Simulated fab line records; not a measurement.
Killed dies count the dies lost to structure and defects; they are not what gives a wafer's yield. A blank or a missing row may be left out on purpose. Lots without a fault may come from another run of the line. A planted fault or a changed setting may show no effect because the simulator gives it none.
Chamber matching | flow sfqLine | SFQ_TRILAYER_I6_DEP_PECVD_165 on pecvd-01 has 3 sister chambers
The step deposits SiO2 from SiH4/N2O, time 111.11 s, target thk 500 nm. 3 wafers are shown with their chamber, then 7 later ones without.

EACH WAFER AND ITS CHAMBER
wafer  | chamber | throttleValvePct (%)
L866.2 | 0       | 22.7
L867.1 | 1       | 24.0
L871.4 | 2       | 23.8

WAFERS WITH NO CHAMBER GIVEN
wafer  | throttleValvePct (%)
L871.5 | 24.2
L873.1 | 24.2
L873.5 | 23.6
L873.6 | 24.1
L876.1 | 23.9
L876.3 | 22.5
L876.5 | 24.4

WHICH CHAMBER EACH WENT THROUGH
wafer  | from the rows above     | in truth
L871.5 | can't be placed: 1 or 2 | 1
L873.1 | can't be placed: 1 or 2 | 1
L873.5 | can't be placed: 2 or 1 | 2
L873.6 | can't be placed: 1 or 2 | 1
L876.1 | can't be placed: 2 or 1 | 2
L876.3 | 0                       | 0
L876.5 | can't be placed: 1 or 2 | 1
Placed correctly: 1 of 7. These rows do not allow placing 6 (true chamber among the candidates in 6). 0 placed wrongly.
How it was worked out, from the rows above alone: a wafer's distance from a chamber is the root of the sum, over the readings, of the square of ((its reading less the chamber's mean) divided by the reading's scatter). The wafer belongs to the nearest chamber; if the next one is less than 2 further off, it can't be placed. A chamber's mean is the mean of its shown wafers. The scatter: with one shown wafer a chamber, the root of the mean of the squares of how far each hidden wafer lies from its nearest shown one.
